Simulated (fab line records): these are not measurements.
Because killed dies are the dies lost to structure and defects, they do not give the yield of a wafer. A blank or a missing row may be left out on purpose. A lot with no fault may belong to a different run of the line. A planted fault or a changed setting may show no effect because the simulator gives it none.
fab line records / flow sky130
record: lots: 4 wafers: 12 last-day: 50
route steps=708 shown CONTACT@422 METAL1@434 VIA1@458 PAD_OPEN@708
lots with no fault: from the same line, run without faults
start-h: start of the lot's first displayed wafer, in hours after the record's first day / wait-h: hours since the lot's step before / " repeats the value in the row above / L1.1+2: a single row standing in for several wafers / - value missing, or start not given / * or withheld: withheld / < > ~ a bound
route shown NAME@n: NAME is a module with steps in the file, n the number in the route of the first one / usual: mean/standard deviation of fault-free wafers / same: alike in all rows / chamber/n: place in a boat / sites: readings site by site / _std_site: standard deviation of those values / _edge_site: outer sites' mean less inner sites' / radius-mm: for every site, how far away it sits from the centre of the wafer / mask NAME#n: copy n / behind: the most recent tool/chamber to have shaped the wafer / hold: cause of the lot's hold/its duration in hours/its outcome / device: whichever transistor did not switch (one of n, p or np) / end of line: tests of these same wafers at the route's end / for a step that has no rows: nothing shown but its recipe / killed: dies that structure and defects cost at the first sort, which is not the same as the wafer's yield / map: dies across one wafer; x = killed, . = not, _ = none there
set.NAME: setting as actually run; set.NAME@STEP: the setting as run at that earlier step / model.NAME: the simulator's own value behind a step, which no gauge read
lots at some steps of the route; a table a step, a row a wafer
services: the hour from which a tool's chamber was out of use, counted from the record's first day as start-h (under 0 if before that day), plus the number of hours and why
== steps ==
step: SKY_CONTACT_ETCH_16
recipe: chemistry: N2/H2 target: BARC ion-energy-ev: 200 source-w: 500 bias-w: 100 pressure-mtorr: 30 n2-flow-sccm: 100 h2-flow-sccm: 200 stop-on: SiO2 time-s: 45.9 target-depth-a: 600
step: SKY_CONTACT_ETCH_17
recipe: target: SiO2 chemistry: C4F8/O2/Ar stop-on: Si3N4 mask-material: KrF-thick source-w: 1500 bias-w: 1200 pressure-mtorr: 40 c4f8-flow-sccm: withheld O2_flow_sccm: 6 Ar_flow_sccm: 300 time-s: withheld target-depth-a: 3400
step: SKY_CONTACT_ETCH_18
recipe: target: Si3N4 chemistry: CHF3/O2 stop-on: TiN source-w: 600 bias-w: 200 pressure-mtorr: 40 chf3-flow-sccm: 50 O2_flow_sccm: 5 time-s: 39 target-depth-a: 750
step: SKY_CONTACT_STRIP_19
recipe: chemistry: O2/N2 power-w: 1400 pressure-mtorr: 1500 platen-temp-c: withheld o2-flow-sccm: 3000 n2-flow-sccm: 300 overash-fraction: 0.5
step: SKY_CONTACT_STRIP_20
recipe: chemistry: post-etch-residue-remover time-s: 1200 temp-c: 72.5
step: SKY_CONTACT_CLEAN_21
recipe: chemistry: IPA time-s: 180 temp-c: 25
step: SKY_CONTACT_CLEAN_22
recipe: chemistry: O3/DIW dry: n2-spin
step: SKY_CONTACT_SPUTTER_23
recipe: material: TiN target-thk-nm: 20 chamber-pressure-pa: 5 power-w: 4000 time-s: 80
step: SKY_CONTACT_CVD_24
recipe: material: W target-thk-nm: 340 time-s: 102.12 temp-c: 400 pressure-torr: 40
step: SKY_CONTACT_CMP_27
recipe: stop-on: SiO2 t-overpolish-s: 15 down-force-psi: 3.5 platen-rpm: 60 target-thk-nm: 0 pad-velocity-m-s: 0.94248
step: SKY_METAL1_SPUTTER_00
recipe: material: Ti target-thk-nm: 15 power-w: 3000 time-s: 10 chamber-pressure-pa: 0.4
usual: throttle-valve-pct: 30.4/0.66
lot.wafer=L462.1 tool=pvd-sputter-02 chamber=- start-h=807.09 wait-h=0.2 throttle-valve-pct=30.6
lot.wafer=L462.2 tool=pvd-sputter-02 chamber=- start-h=807.09 wait-h=0.2 throttle-valve-pct=28.6
lot.wafer=L462.3 tool=pvd-sputter-02 chamber=- start-h=807.09 wait-h=0.2 throttle-valve-pct=31.1
lot.wafer=L467.1 tool=pvd-sputter-03 chamber=- start-h=832.61 wait-h=0.1 throttle-valve-pct=29.5
lot.wafer=L467.2 tool=pvd-sputter-03 chamber=- start-h=832.61 wait-h=0.1 throttle-valve-pct=31.0
lot.wafer=L467.5 tool=pvd-sputter-03 chamber=- start-h=832.61 wait-h=0.1 throttle-valve-pct=30.9
lot.wafer=L475.3 tool=pvd-sputter-02 chamber=- start-h=888.24 wait-h=0.2 throttle-valve-pct=29.9
lot.wafer=L475.4 tool=pvd-sputter-02 chamber=- start-h=888.24 wait-h=0.2 throttle-valve-pct=31.3
lot.wafer=L475.5 tool=pvd-sputter-02 chamber=- start-h=888.24 wait-h=0.2 throttle-valve-pct=28.8
lot.wafer=L476.2 tool=pvd-sputter-02 chamber=- start-h=894.57 wait-h=0.1 throttle-valve-pct=31.1
lot.wafer=L476.3 tool=pvd-sputter-02 chamber=- start-h=894.57 wait-h=0.1 throttle-valve-pct=30.5
lot.wafer=L476.4 tool=pvd-sputter-02 chamber=- start-h=894.57 wait-h=0.1 throttle-valve-pct=28.5
step: SKY_METAL1_SPUTTER_01
recipe: material: TiN target-thk-nm: 20 power-w: 6500 time-s: 16.7 chamber-pressure-pa: 0.4
step: SKY_METAL1_SPUTTER_02
recipe: material: AlCu target-thk-nm: 250 power-w: 10600 time-s: 13.3 chamber-pressure-pa: 0.4
step: SKY_METAL1_SPUTTER_03
recipe: material: Ti target-thk-nm: 5 power-w: 3000 time-s: 3.3 chamber-pressure-pa: 0.4
step: SKY_METAL1_SPUTTER_04
recipe: material: TiN target-thk-nm: 70 power-w: 6500 time-s: 58.3 chamber-pressure-pa: 0.4
step: SKY_METAL1_DEHYDRATE_07
recipe: temp-c: 200 time-s: 60
step: SKY_METAL1_HMDS_08
recipe: prime-time-s: 60 prime-temp-c: 120
step: SKY_METAL1_COAT_09
recipe: resist: BARC temp-c: withheld time-s: withheld spin-rpm: 3000 resist-thk-nm: 60
step: SKY_METAL1_COAT_10
recipe: resist: KrF-thick spin-rpm: 3000 resist-thk-nm: 450
step: SKY_METAL1_SOFTBAKE_11
recipe: temp-c: 100 time-s: 90 resist: KrF-thick
step: SKY_METAL1_EXPOSE_12
recipe: mask-id: MM1 na: 0.8 source-shape: annular sigma-inner: 0.55 sigma-outer: 0.85 target-cd-nm: 140 dose-mj: 28
step: SKY_METAL1_PEB_13
recipe: peb-temp-c: withheld peb-time-s: withheld resist: KrF-thick
step: SKY_METAL1_DEVELOP_14
recipe: develop-time-s: 60 resist: KrF-thick dev-temp-c: 21
step: SKY_METAL1_DESCUM_17
recipe: chemistry: O2 source-power-w: 150 bias-power-w: 0 pressure-mtorr: 10 temp-c: 40 time-s: 8
step: SKY_METAL1_ETCH_18
recipe: chemistry: N2/H2 target: BARC ion-energy-ev: 200 bias-w: 100 pressure-mtorr: 30 n2-flow-sccm: 100 h2-flow-sccm: 200 icp-w: 494 stop-on: SiO2 time-s: 45.9 target-depth-a: 600
step: SKY_METAL1_METAL_ETCH_19
recipe: target-depth-a: 3600 stop-on: SiO2 over-etch-frac: 0.3 time-s: 78 chemistry: Cl2/BCl3 resist-sidewall-deg: 88 pressure-mtorr: 10 icp-w: 900 bias-w: 48.5 Cl2_flow_sccm: 60 bcl3-flow-sccm: 30
step: SKY_METAL1_STRIP_20
recipe: chemistry: O2/N2 power-w: 1400 pressure-mtorr: 1500 platen-temp-c: withheld o2-flow-sccm: 3000 n2-flow-sccm: 300 overash-fraction: 0.5
step: SKY_METAL1_STRIP_21
recipe: chemistry: post-etch-residue-remover time-s: 1200 temp-c: 72.5
step: SKY_METAL1_CLEAN_22
recipe: chemistry: IPA time-s: 180 temp-c: 25
step: SKY_METAL1_CLEAN_23
recipe: chemistry: O3/DIW dry: n2-spin
step: SKY_VIA1_HDPCVD_00
recipe: material: SiO2 target-thk-nm: 1030 sigma-open-frac: 0.3 time-s: 171.7 temp-c: 400 sih4-flow-sccm: 60 pressure-mtorr: 6
step: SKY_VIA1_CMP_02
recipe: material: SiO2 down-force-psi: 4 platen-rpm: 60 pad-velocity-m-s: 0.94248
step: SKY_VIA1_DEHYDRATE_04
recipe: temp-c: 200 time-s: 60
step: SKY_VIA1_HMDS_05
recipe: prime-time-s: 60 prime-temp-c: 120
step: SKY_PAD_OPEN_PROBE_99
usual: defect-limited-yield: 82.6/1.9 killed_at_M0_to_M3: 43/6.9 killed_at_M4_up: 3.0/1.8 killed-at-contacts: 24/4.8 killed-at-front-end: 15/4.5 killed-at-other: 0.4/0.67 killed-dies: 86/9.2 killed-on-rim: 17/3.5 killed-open: 46/6.9 killed-short: 39/6 sort_bin_3_pad_short: 0.8/0.39 sort_bin_5_function: 10.2/1.3 sort_bin_6_memory: 6.3/1.2 sort-n-pass: 406/9.2 sort-yield-pct: 82.6/1.9
same: gross-dies: 492 killed-at-back-side: 0 sort_bin_4_leakage[%]: 0 sort_bin_8_speed[%]: 0
lot.wafer=L462.1 tool=prober-01 chamber=- start-h=1128.34 wait-h=0.1 defect-limited-yield[%]=84.1 killed_at_M0_to_M3=31 killed_at_M4_up=1 killed-at-contacts=26 killed-at-front-end=19 killed-at-other=1 killed-dies=78 killed-on-rim=13 killed-open=39 killed-short=39 sort_bin_3_pad_short[%]=0.4 sort_bin_5_function[%]=10.4 sort_bin_6_memory[%]=5.1 sort-n-pass=414 sort-yield-pct[%]=84.1 model.etest.tester.sort-n-pass=414 model.etest.tester.sort-yield-pct=84.15 model.etest.tester.sort_bin_5_pct=10.37 model.etest.tester.sort_bin_3_pct=0.4065
lot.wafer=L462.2 tool=prober-01 chamber=- start-h=1128.39 wait-h=0.1 defect-limited-yield[%]=80.1 killed_at_M0_to_M3=50 killed_at_M4_up=2 killed-at-contacts=25 killed-at-front-end=21 killed-at-other=0 killed-dies=98 killed-on-rim=21 killed-open=55 killed-short=43 sort_bin_3_pad_short[%]=0.8 sort_bin_5_function[%]=11.8 sort_bin_6_memory[%]=7.3 sort-n-pass=394 sort-yield-pct[%]=80.1 model.etest.tester.sort-n-pass=394 model.etest.tester.sort-yield-pct=80.08 model.etest.tester.sort_bin_5_pct=11.79 model.etest.tester.sort_bin_3_pct=0.813
lot.wafer=L462.3 tool=prober-01 chamber=- start-h=1128.44 wait-h=0.2 defect-limited-yield[%]=83.9 killed_at_M0_to_M3=45 killed_at_M4_up=2 killed-at-contacts=21 killed-at-front-end=11 killed-at-other=0 killed-dies=79 killed-on-rim=15 killed-open=46 killed-short=33 sort_bin_3_pad_short[%]=0.6 sort_bin_5_function[%]=8.5 sort_bin_6_memory[%]=6.9 sort-n-pass=413 sort-yield-pct[%]=83.9 model.etest.tester.sort-n-pass=413 model.etest.tester.sort-yield-pct=83.94 model.etest.tester.sort_bin_5_pct=8.537 model.etest.tester.sort_bin_3_pct=0.6098
lot.wafer=L467.1 tool=prober-01 chamber=- start-h=1147.47 wait-h=0.1 defect-limited-yield[%]=84.3 killed_at_M0_to_M3=35 killed_at_M4_up=2 killed-at-contacts=29 killed-at-front-end=10 killed-at-other=1 killed-dies=77 killed-on-rim=12 killed-open=42 killed-short=34 sort_bin_3_pad_short[%]=0.6 sort_bin_5_function[%]=10.0 sort_bin_6_memory[%]=5.1 sort-n-pass=415 sort-yield-pct[%]=84.3 model.etest.tester.sort-n-pass=415 model.etest.tester.sort-yield-pct=84.35 model.etest.tester.sort_bin_5_pct=9.959 model.etest.tester.sort_bin_3_pct=0.6098
lot.wafer=L467.2 tool=prober-01 chamber=- start-h=1147.52 wait-h=0.1 defect-limited-yield[%]=84.8 killed_at_M0_to_M3=37 killed_at_M4_up=5 killed-at-contacts=21 killed-at-front-end=12 killed-at-other=0 killed-dies=75 killed-on-rim=17 killed-open=43 killed-short=32 sort_bin_3_pad_short[%]=0.4 sort_bin_5_function[%]=8.9 sort_bin_6_memory[%]=5.9 sort-n-pass=417 sort-yield-pct[%]=84.8 model.etest.tester.sort-n-pass=417 model.etest.tester.sort-yield-pct=84.76 model.etest.tester.sort_bin_5_pct=8.943 model.etest.tester.sort_bin_3_pct=0.4065
lot.wafer=L467.5 tool=prober-01 chamber=- start-h=1147.67 wait-h=0.2 defect-limited-yield[%]=86.2 killed_at_M0_to_M3=35 killed_at_M4_up=7 killed-at-contacts=17 killed-at-front-end=9 killed-at-other=0 killed-dies=68 killed-on-rim=13 killed-open=38 killed-short=30 sort_bin_3_pad_short[%]=1.0 sort_bin_5_function[%]=7.5 sort_bin_6_memory[%]=5.3 sort-n-pass=424 sort-yield-pct[%]=86.2 model.etest.tester.sort-n-pass=424 model.etest.tester.sort-yield-pct=86.18 model.etest.tester.sort_bin_5_pct=7.52 model.etest.tester.sort_bin_3_pct=1.016
lot.wafer=L475.3 tool=prober-02 chamber=- start-h=1183.72 wait-h=0.2 defect-limited-yield[%]=74.0 killed_at_M0_to_M3=93 killed_at_M4_up=2 killed-at-contacts=17 killed-at-front-end=15 killed-at-other=1 killed-dies=128 killed-on-rim=20 killed-open=53 killed-short=33 sort_bin_3_pad_short[%]=1.6 sort_bin_5_function[%]=16.1 sort_bin_6_memory[%]=8.3 sort-n-pass=364 sort-yield-pct[%]=74.0 model.etest.tester.sort-n-pass=364 model.etest.tester.sort-yield-pct=73.98 model.etest.tester.sort_bin_5_pct=16.06 model.etest.tester.sort_bin_3_pct=1.626
lot.wafer=L475.4 tool=prober-02 chamber=- start-h=1183.77 wait-h=0.2 defect-limited-yield[%]=78.3 killed_at_M0_to_M3=71 killed_at_M4_up=5 killed-at-contacts=14 killed-at-front-end=17 killed-at-other=0 killed-dies=107 killed-on-rim=20 killed-open=39 killed-short=35 sort_bin_3_pad_short[%]=1.4 sort_bin_5_function[%]=13.6 sort_bin_6_memory[%]=6.7 sort-n-pass=385 sort-yield-pct[%]=78.3 model.etest.tester.sort-n-pass=385 model.etest.tester.sort-yield-pct=78.25 model.etest.tester.sort_bin_5_pct=13.62 model.etest.tester.sort_bin_3_pct=1.423
lot.wafer=L475.5 tool=prober-02 chamber=- start-h=1183.82 wait-h=0.2 defect-limited-yield[%]=77.4 killed_at_M0_to_M3=65 killed_at_M4_up=3 killed-at-contacts=21 killed-at-front-end=22 killed-at-other=0 killed-dies=111 killed-on-rim=25 killed-open=48 killed-short=32 sort_bin_3_pad_short[%]=1.8 sort_bin_5_function[%]=14.0 sort_bin_6_memory[%]=6.7 sort-n-pass=381 sort-yield-pct[%]=77.4 model.etest.tester.sort-n-pass=381 model.etest.tester.sort-yield-pct=77.44 model.etest.tester.sort_bin_5_pct=14.02 model.etest.tester.sort_bin_3_pct=1.829
lot.wafer=L476.2 tool=prober-01 chamber=- start-h=1189.96 wait-h=0.1 defect-limited-yield[%]=75.2 killed_at_M0_to_M3=75 killed_at_M4_up=2 killed-at-contacts=30 killed-at-front-end=15 killed-at-other=0 killed-dies=122 killed-on-rim=24 killed-open=57 killed-short=32 sort_bin_3_pad_short[%]=2.0 sort_bin_5_function[%]=14.8 sort_bin_6_memory[%]=7.9 sort-n-pass=370 sort-yield-pct[%]=75.2 model.etest.tester.sort-n-pass=370 model.etest.tester.sort-yield-pct=75.2 model.etest.tester.sort_bin_5_pct=14.84 model.etest.tester.sort_bin_3_pct=2.033
lot.wafer=L476.3 tool=prober-01 chamber=- start-h=1190.01 wait-h=0.2 defect-limited-yield[%]=78.7 killed_at_M0_to_M3=65 killed_at_M4_up=2 killed-at-contacts=24 killed-at-front-end=14 killed-at-other=0 killed-dies=105 killed-on-rim=20 killed-open=44 killed-short=35 sort_bin_3_pad_short[%]=1.8 sort_bin_5_function[%]=13.4 sort_bin_6_memory[%]=6.1 sort-n-pass=387 sort-yield-pct[%]=78.7 model.etest.tester.sort-n-pass=387 model.etest.tester.sort-yield-pct=78.66 model.etest.tester.sort_bin_5_pct=13.41 model.etest.tester.sort_bin_3_pct=1.829
lot.wafer=L476.4 tool=prober-01 chamber=- start-h=1190.06 wait-h=0.2 defect-limited-yield[%]=77.0 killed_at_M0_to_M3=80 killed_at_M4_up=3 killed-at-contacts=19 killed-at-front-end=10 killed-at-other=1 killed-dies=113 killed-on-rim=26 killed-open=50 killed-short=32 sort_bin_3_pad_short[%]=0.6 sort_bin_5_function[%]=14.0 sort_bin_6_memory[%]=8.3 sort-n-pass=379 sort-yield-pct[%]=77.0 model.etest.tester.sort-n-pass=379 model.etest.tester.sort-yield-pct=77.03 model.etest.tester.sort_bin_5_pct=14.02 model.etest.tester.sort_bin_3_pct=0.6098
killed by level:class
L462.1 VIA1:geometric-particle:open=10 CONTACT:geometric-particle:open=9 POLY_GATE:geometric-particle:open=6 LOCAL_INTERCONNECT:geometric-particle:short=5 VIA1:geometric-particle:short=5 METAL2:geometric-particle:short=5 FIELD_ISO:geometric-particle:open=4 FIELD_ISO:geometric-particle:short=4
L462.2 VIA1:geometric-particle:open=14 LI_CONTACT:geometric-particle:open=8 CONTACT:geometric-particle:open=8 FIELD_ISO:geometric-particle:open=6 METAL2:geometric-particle:short=6 METAL1:geometric-particle:short=6 VIA2:geometric-particle:open=6 VIA1:geometric-particle:short=5
L462.3 VIA1:geometric-particle:open=11 VIA2:geometric-particle:open=9 CONTACT:geometric-particle:short=7 CONTACT:geometric-particle:open=7 METAL2:geometric-particle:short=6 LI_CONTACT:geometric-particle:open=6 FIELD_ISO:geometric-particle:short=4 FIELD_ISO:geometric-particle:open=3
L467.1 CONTACT:geometric-particle:open=13 VIA1:geometric-particle:open=10 CONTACT:geometric-particle:short=6 LI_CONTACT:geometric-particle:open=5 METAL1:geometric-particle:short=5 VIA1:geometric-particle:short=4 POLY_GATE:geometric-particle:open=3 LI_CONTACT:geometric-particle:short=3
L467.2 CONTACT:geometric-particle:open=10 VIA3:geometric-particle:open=7 VIA1:geometric-particle:open=7 VIA2:geometric-particle:open=5 SPACER:geometric-particle:open=4 LI_CONTACT:geometric-particle:short=4 VIA1:geometric-particle:short=4 FIELD_ISO:geometric-particle:short=3
L467.5 CONTACT:geometric-particle:open=9 VIA1:geometric-particle:open=9 VIA3:geometric-particle:open=8 METAL4:geometric-particle:short=6 LI_CONTACT:geometric-particle:open=4 METAL2:geometric-particle:short=4 VIA3:geometric-particle:short=4 POLY_GATE:geometric-particle:short=3
L475.3 METAL1:unspecified=42 VIA1:geometric-particle:open=12 VIA2:geometric-particle:open=11 CONTACT:geometric-particle:open=6 VIA2:geometric-particle:short=5 METAL2:geometric-particle:short=5 VIA3:geometric-particle:open=5 POLY_GATE:geometric-particle:open=4
L475.4 METAL1:unspecified=33 METAL2:geometric-particle:short=10 VIA1:geometric-particle:open=8 FIELD_ISO:geometric-particle:open=6 LI_CONTACT:geometric-particle:open=6 POLY_GATE:geometric-particle:short=5 VIA3:geometric-particle:short=5 LOCAL_INTERCONNECT:geometric-particle:short=4
L475.5 METAL1:unspecified=31 LI_CONTACT:geometric-particle:open=10 CONTACT:geometric-particle:open=8 VIA1:geometric-particle:open=7 POLY_GATE:geometric-particle:short=6 VIA1:geometric-particle:short=6 VIA2:geometric-particle:open=6 FIELD_ISO:geometric-particle:short=5
L476.2 METAL1:unspecified=33 VIA1:geometric-particle:open=16 LI_CONTACT:geometric-particle:open=13 CONTACT:geometric-particle:open=8 FIELD_ISO:geometric-particle:open=6 VIA1:geometric-particle:short=6 METAL1:geometric-particle:short=5 CONTACT:geometric-particle:short=4
L476.3 METAL1:unspecified=26 VIA1:geometric-particle:open=13 CONTACT:geometric-particle:open=12 FIELD_ISO:geometric-particle:open=5 METAL1:geometric-particle:short=5 METAL2:geometric-particle:short=5 METAL3:geometric-particle:short=5 POLY_GATE:geometric-particle:short=4
L476.4 METAL1:unspecified=31 VIA1:geometric-particle:open=16 VIA3:geometric-particle:open=8 CONTACT:geometric-particle:open=8 LI_CONTACT:geometric-particle:open=6 METAL1:geometric-particle:short=5 FIELD_ISO:geometric-particle:open=4 FIELD_ISO:geometric-particle:short=4
map L475.3 (x killed, . not)
__________.x..x..xx._________
________...xxx....x..x_______
______x...........xx.x.._____
_____..................xx____
____...............xx..x..___
___.....x..........x...x...__
__.......x....x..x..x......._
_x...x..xx.xxxx.......x......
_x.xx.x.xx.xxxx..............
_.x..x..xxxxxxxx....x......x.
_...x...xxxxxxxx..x......x...
_x....xxxxxxxxx.xx..x........
_.x.x.xxxx.xx........xx....x.
_..x......x..................
_...x....x.xx...x.........x..
__.x...x....x...x......x..x._
___.........xx..x.x....x..x__
____...xx.x.xx...x.x....x.___
_____.....x..x...........____
______....x..x.........._____
________......x......._______
__________x.x.x..x.._________
map L476.2 (x killed, . not)
__________...x......_________
________...x.x..x.x..x_______
______.......x..x......x_____
_____...xx.x........x....____
____.x....x....x......x...___
___...x............x...x..x__
__x.x..x.x..x.xx.xx.x......._
_x.x...xx...............x....
_.x........x....x.xx..x...x..
_.............x.x.x..x...x..x
_.x..........................
_.x.x.x..x...x.......x.x.x..x
_...x.x.....xx...............
_..x...............x...xxx..x
_x......................xx...
__........x.xx......x......._
___...........x.x..........__
____.....xxxxxxx..........___
_____..xx.xxxx.x.x..x..x.____
______...xxxxxx.xx...xx._____
________.xxxxxxxxx.x.._______
__________xxxxxx.x.._________
== services ==
tool=pvd-sputter-03 chamber=- start-h=808.71 hours=5.2 kind=repair
tool=pvd-sputter-03 chamber=0 start-h=814.45 hours=- kind=consumable-replace:kit
tool=pvd-sputter-03 chamber=0 start-h=814.45 hours=18.0 kind=scheduled-down
tool=pvd-sputter-03 chamber=0 start-h=814.45 hours=18.0 kind=vent-cycle
tool=pvd-sputter-03 chamber=- start-h=841.87 hours=4.8 kind=repair
== key ==
first-sign: step: SKY_PAD_OPEN_PROBE_99 reading: killed_at_M0_to_M3 direction: up sigmas: 4.6 usual: 43 struck: 75
effect: step: SKY_PAD_OPEN_PROBE_99 reading: defect-limited-yield direction: down sigmas: 3.1 usual: 82.6 struck: 76.8
model-effect: step: SKY_PAD_OPEN_PROBE_99 value: etest.tester.sort-n-pass without: 406.5 struck: 377.7
met-at SKY_METAL1_SPUTTER_00
struck-wafers L475.3,L475.4,L475.5,L476.2,L476.3,L476.4
onset-between 807.09 888.24
also-fits time
fault: kind: chamber-particle-source tool: pvd-sputter-02 chamber: - onset-h: 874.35 steps: SKY_METAL1_SPUTTER_00 rate-per-visit-cm2: 0.41911 end-h: 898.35
